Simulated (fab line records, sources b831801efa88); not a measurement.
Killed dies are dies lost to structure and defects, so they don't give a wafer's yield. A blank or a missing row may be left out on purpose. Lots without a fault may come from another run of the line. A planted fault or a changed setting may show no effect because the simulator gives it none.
Which tool did it? | flow sky130 | 13 lots, 39 wafers sampled, at 4 steps of a route of 708

WHAT THE GAUGES READ, wafer by wafer
SKY_POLY_GATE_THK_MEAS_21. Usual: POLY_GATE_OXIDATION_THK 3.99 nm, standard deviation 0.092.
lot  | measured     | on            | POLY_GATE_OXIDATION_THK (nm) | flag
L247 | day 17 07:08 | film_metro-02 | 3.90 3.92 3.94               |
L248 | day 18 00:33 | film_metro-03 | 3.87 3.80 3.86               |
L250 | day 18 14:26 | film_metro-04 | 4.01 4.03 4.03               |
L251 | day 18 16:45 | film_metro-04 | 3.88 3.84 3.97               |
L252 | day 18 23:39 | film_metro-02 | 3.94 3.87 3.95               |
L253 | day 19 08:50 | film_metro-03 | 3.97 3.95 4.02               |
L256 | day 20 17:00 | film_metro-02 | 4.10 3.96 3.92               |
L262 | day 23 06:35 | film_metro-04 | 3.99 4.00 4.03               |
L263 | day 23 19:34 | film_metro-03 | 4.00 3.88 3.88               |
L265 | day 23 17:19 | film_metro-02 | 3.97 3.88 3.94               |
L267 | day 24 07:35 | film_metro-03 | 4.07 4.01 4.08               |
L266 | day 24 10:08 | film_metro-02 | 3.96 4.01 3.98               |
L268 | day 25 02:29 | film_metro-02 | 3.90 3.93 4.02               |

SKY_LDD_N_TW_MEAS_17. Usual: LDD_N_TW 2593, standard deviation 37.
lot  | measured     | on            | LDD_N_TW       | flag
L247 | day 18 13:55 | film_metro-01 | 2642 2625 2632 |
L248 | day 19 08:04 | film_metro-03 | 2556 2551 2554 |
L250 | day 19 22:47 | film_metro-03 | 2546 2560 2557 |
L251 | day 20 00:49 | film_metro-01 | 2652 2648 2642 |
L252 | day 20 06:56 | film_metro-01 | 2637 2647 2653 |
L253 | day 20 16:46 | film_metro-04 | 2558 2577 2585 |
L256 | day 22 00:45 | film_metro-01 | 2646 2637 2645 |
L262 | day 24 11:51 | film_metro-03 | 2553 2550 2557 |
L263 | day 25 02:14 | film_metro-01 | 2640 2638 2637 |
L265 | day 25 00:14 | film_metro-01 | 2633 2624 2634 |
L267 | day 25 14:29 | film_metro-01 | 2622 2635 2647 |
L266 | day 25 16:35 | film_metro-04 | 2579 2584 2585 |
L268 | day 26 08:59 | film_metro-03 | 2555 2565 2570 |

WHICH TOOL RAN EACH LOT (tool, then ch and the chambers of the sampled wafers, then the start)
lot  | SKY_SONOS_ONO_STRIP_17               | SKY_LDD_N_EXPOSE_04
L247 | plasma_asher-03 ch 0,1, day 13 11:01 | iline_stepper-01 ch 0, day 17 21:56
L248 | plasma_asher-03 ch 0,1, day 13 22:52 | iline_stepper-01 ch 0, day 18 15:36
L250 | plasma_asher-04 ch 0,1, day 14 16:01 | iline_stepper-01 ch 0, day 19 05:43
L251 | plasma_asher-03 ch 0,1, day 14 16:22 | iline_stepper-01 ch 0, day 19 08:32
L252 | plasma_asher-03 ch 0,1, day 14 22:37 | iline_stepper-02 ch 0, day 19 15:05
L253 | plasma_asher-03 ch 0,1, day 15 03:43 | iline_stepper-02 ch 0, day 20 00:17
L256 | plasma_asher-02 ch 0,1, day 16 11:33 | iline_stepper-02 ch 0, day 21 08:23
L262 | plasma_asher-04 ch 0,1, day 19 01:22 | iline_stepper-01 ch 0, day 23 21:24
L263 | plasma_asher-04 ch 0,1, day 19 10:54 | iline_stepper-02 ch 0, day 24 10:11
L265 | plasma_asher-03 ch 0,1, day 19 11:38 | iline_stepper-02 ch 0, day 24 08:01
L267 | plasma_asher-03 ch 0,1, day 20 05:10 | iline_stepper-01 ch 0, day 24 22:46
L266 | plasma_asher-03 ch 0,1, day 20 07:09 | iline_stepper-01 ch 0, day 25 01:17
L268 | plasma_asher-04 ch 0,1, day 21 00:04 | iline_stepper-01 ch 0, day 25 16:56
- SKY_SONOS_ONO_STRIP_17: strips in O2/N2.
- SKY_LDD_N_EXPOSE_04: exposes mask NTM, target cd 840 nm.

WHAT THE TOOLS THEMSELVES READ (means of the sampled wafers that have a number; where no wafer has one, the mark that the record gives instead)
SKY_SONOS_ONO_STRIP_17. Usual: drypump_motor_current_A 5.7 A, standard deviation 0.4; oes_product_au 0.710 a.u., standard deviation 0.0049; strip_time_to_endpoint_s 14.09 s, standard deviation 0.045.
lot  | tool            | drypump_motor_current_A (A) | oes_product_au (a.u.) | strip_time_to_endpoint_s (s) | flag
L247 | plasma_asher-03 | 5.8                         | 0.707                 | 14.09                        |
L248 | plasma_asher-03 | 5.8                         | 0.708                 | 14.09                        |
L250 | plasma_asher-04 | 5.6                         | 0.706                 | 14.07                        |
L251 | plasma_asher-03 | 5.8                         | 0.712                 | 14.12                        |
L252 | plasma_asher-03 | 5.8                         | 0.710                 | 14.08                        |
L253 | plasma_asher-03 | 5.9                         | 0.709                 | 14.13                        |
L256 | plasma_asher-02 | 5.4                         | 0.709                 | 13.98                        |
L262 | plasma_asher-04 | 5.9                         | 0.705                 | 14.08                        |
L263 | plasma_asher-04 | 5.6                         | 0.712                 | 14.13                        |
L265 | plasma_asher-03 | 5.9                         | 0.704                 | 14.12                        |
L267 | plasma_asher-03 | 5.8                         | 0.712                 | 14.03                        |
L266 | plasma_asher-03 | 5.8                         | 0.714                 | 14.13                        |
L268 | plasma_asher-04 | 5.6                         | 0.714                 | 14.03                        |

THE ANSWER, worked out from the rows above alone
Rule: a lot is off if the mean of its wafers that have a number lies more than 3 standard deviations from the usual mean. A lot without any number at a reading at which 4 lots or more have one is off too. The other lots that the step has rows for count as sound. The gauges are gone through in route order, then the tools' own readings, and for those a lot's mean is taken as printed above. The first step at which some lot is off is used, and at that step the reading that is off furthest; a lot without a number counts as furthest.
No lot is off at any reading shown: from this, nothing can be told.

WHAT THE SIMULATOR HAD PUT IN
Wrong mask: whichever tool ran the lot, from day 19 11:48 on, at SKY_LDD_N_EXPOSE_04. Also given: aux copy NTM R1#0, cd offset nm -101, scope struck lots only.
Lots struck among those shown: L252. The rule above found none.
